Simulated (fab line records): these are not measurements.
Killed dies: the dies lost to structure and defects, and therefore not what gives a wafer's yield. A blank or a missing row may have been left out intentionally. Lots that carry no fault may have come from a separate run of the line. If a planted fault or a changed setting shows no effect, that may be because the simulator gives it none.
Struck lot and sound lot, side by side    flow sky130    16 steps out of a route of 708
Sound: the wafers L371.1, L371.2, L371.6. Wafers L364.1, L364.3, L364.5 were the ones struck. The cause comes at the end.
Per side, at each step with rows, come the tool, then ch with its chambers, and then its first start. Under that, the readings that differ: sound wafers    struck wafers    difference of the means    sigmas: that difference in standard deviations of wafers without a fault.
alike: words and numbers the same on both sides, and readings whose means are apart by under 2 such deviations; not compared: readings that were withheld, readings missing a value for some wafer, numbers with overlapping values and no deviation given by the record, and bounds like >300 which may hide the same value.
A row with sigmas, a row that says differs or no value, or rows on one side alone: a step with any of these is where the two part. Numbers that have no deviation but don't overlap get no sigmas and don't part them. A reading missing from all wafers of one side parts the sides only when that side holds two or more wafers.

SKY_VIA2_CMP_02: polishes SiO2.
  sound on cmp-02 ch 0,3, day 41 02:47; struck on cmp-02 ch 1,2,3, day 39 06:48
  alike: motor_current_A
SKY_VIA2_BOW_MEAS_03:
  sound on film_metro-04, day 41 03:02; struck on film_metro-04, day 39 07:00
  alike: VIA2_BOW
then, 8 steps without rows for these wafers: SKY_VIA2_DEHYDRATE_04 (time 60 s); SKY_VIA2_HMDS_05 (prime time 60 s); SKY_VIA2_COAT_06 (resist thk 60 nm); SKY_VIA2_COAT_07 (resist thk 450 nm); SKY_VIA2_SOFTBAKE_08 (time 90 s); SKY_VIA2_EXPOSE_09 (exposes mask VIM2, target cd 200 nm); SKY_VIA2_PEB_10; SKY_VIA2_DEVELOP_11 (develop time 60 s).
SKY_VIA2_CD_MEAS_12: the cd target is 200 nm.
  sound on cd_sem-01, day 42 02:56; struck on cd_sem-01, day 40 08:20
  alike: cd_nm
SKY_VIA2_OVL_MEAS_13:
  sound on overlay-01, day 42 03:04; struck on overlay-01, day 40 08:28
  alike: VIA2_OVL
SKY_VIA2_ETCH_14: etches BARC in N2/H2, stops on SiO2, time 45.9 s, target depth 60 nm.
  sound on rie_diel-03 ch 1,2,3, day 42 03:06; struck on rie_diel-02 ch 0,1,2, day 40 08:30
reading                                      sound            struck             difference  sigmas
model.KrF-thick_of_VIA2_COAT_07.thk_nm (nm)  395.1 393.6 393  400.8 400.2 398.6  +6.0        
  alike: drypump_motor_current_A, oes_product_au, rf_fwd_power_W, throttle_valve_pct
  not compared: rf_hours_counter_h
SKY_VIA2_ETCH_15: etches SiO2 in C4F8/O2/Ar, stops on TiN, target depth 546 nm, time 84 s.
  sound on rie_diel-03 ch 1,2,3, day 42 03:08; struck on rie_diel-02 ch 0,1,2, day 40 08:32
reading                                      sound            struck             difference  sigmas
model.KrF-thick_of_VIA2_COAT_07.thk_nm (nm)  285.9 283.1 283  294.3 289.3 287.4  +6.3        
  alike: oes_product_au, rf_fwd_power_W
  not compared: rf_hours_counter_h
SKY_VIA2_STRIP_16: strips in O2/N2.
  sound on plasma_asher-04 ch 0,1, day 42 03:12; struck on plasma_asher-01 ch 1, day 40 08:37
reading                       sound           struck          difference  sigmas
drypump_motor_current_A (A)   5.2 5.9 5.2     6.7 6.7 6.7     +1.3        +3
strip_time_to_endpoint_s (s)  4.07 4.03 4.04  4.17 4.12 4.10  +0.08       +2
  alike: oes_product_au
  not compared: rf_hours_counter_h
SKY_PAD_OPEN_PROBE_99:
  the record has rows for the sound wafers here (prober-02, day 50 06:40) and none for the struck ones

WHERE THEY PART
Last at SKY_PAD_OPEN_PROBE_99 as far as this record goes, first at SKY_VIA2_STRIP_16.

WHY: the cause the simulator had injected
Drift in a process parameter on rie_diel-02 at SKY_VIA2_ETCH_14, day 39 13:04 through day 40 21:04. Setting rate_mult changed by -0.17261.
